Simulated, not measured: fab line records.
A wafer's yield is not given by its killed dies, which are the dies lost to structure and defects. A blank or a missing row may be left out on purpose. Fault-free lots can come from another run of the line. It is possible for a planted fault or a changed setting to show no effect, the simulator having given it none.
Which tool is to blame? :: flow gf180mcu :: Sampling: 7 lots, 21 wafers, 2 of 602 route steps

WHAT THE GAUGES SHOWED, per wafer
GF_DNWELL_TW_MEAS_09.
lot: L836
measured: day 3 03:53
on: film-metro-01
DNWELL_TW: 1329 1341 1331

lot: L838
measured: day 3 14:58
on: film-metro-04
DNWELL_TW: 1342 1349 1344

lot: L841
measured: day 4 06:53
on: film-metro-01
DNWELL_TW: 1340 1332 1334

lot: L843
measured: day 4 16:17
on: film-metro-02
DNWELL_TW: 1306 1306 1309

lot: L849
measured: day 6 00:20
on: film-metro-04
DNWELL_TW: 1342 1332 1341

lot: L851
measured: day 6 09:20
on: film-metro-01
DNWELL_TW: 1317 1311 1307

lot: L858
measured: day 8 00:32
on: film-metro-01
DNWELL_TW: 1340 1347 1346

TOOL THAT RAN EACH LOT (tool first, then ch and the chambers of the sampled wafers, then the start)
lot: L836
GF_DNWELL_IMPLANT_07: implanter-01 ch 0, day 3 03:40

lot: L838
GF_DNWELL_IMPLANT_07: implanter-02 ch 0, day 3 14:43

lot: L841
GF_DNWELL_IMPLANT_07: implanter-04 ch 0, day 4 06:39

lot: L843
GF_DNWELL_IMPLANT_07: implanter-04 ch 0, day 4 16:03

lot: L849
GF_DNWELL_IMPLANT_07: implanter-01 ch 0, day 6 00:06

lot: L851
GF_DNWELL_IMPLANT_07: implanter-04 ch 0, day 6 09:07

lot: L858
GF_DNWELL_IMPLANT_07: implanter-02 ch 0, day 8 00:19
- GF_DNWELL_IMPLANT_07

THE ANSWER, worked out from the rows above alone
Rule: what is usual is taken from the lots themselves. The widest of any qualifying gaps counts: lots, ordered by their means at a reading, are off when they make up no more than a third of the lots, leave a main group of 4 or more, and stand apart from it by 3 or more times the standard deviation of that group's means. If all means in a main group match to the digits the tables above print for the reading, that group is not used. Also off: a lot with no number at a reading for which 4 or more lots have one. All remaining lots with rows at the step are treated as sound.
Off: L843, L851, seen at GF_DNWELL_TW_MEAS_09 (DNWELL_TW). Mean 1339 and standard deviation 4.6 in the main group.
If a tool, at a process step before that reading, ran all the lots that are off and no sound lot after the first of them, it fits. Those tools and the gauges at GF_DNWELL_TW_MEAS_09 are tried in the same way. One candidate fits, namely implanter-04 at GF_DNWELL_IMPLANT_07. A fault onset in the window from L841 (day 4 06:39, its last sound lot) to L843 (day 4 16:03, its first lot off) fits.

WHAT THE SIMULATOR HAD PUT IN
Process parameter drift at GF_DNWELL_IMPLANT_07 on implanter-04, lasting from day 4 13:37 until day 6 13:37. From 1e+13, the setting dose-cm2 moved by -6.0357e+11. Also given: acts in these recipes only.
Lots struck among those shown: L843, L851. The rule given above showed the same thing.
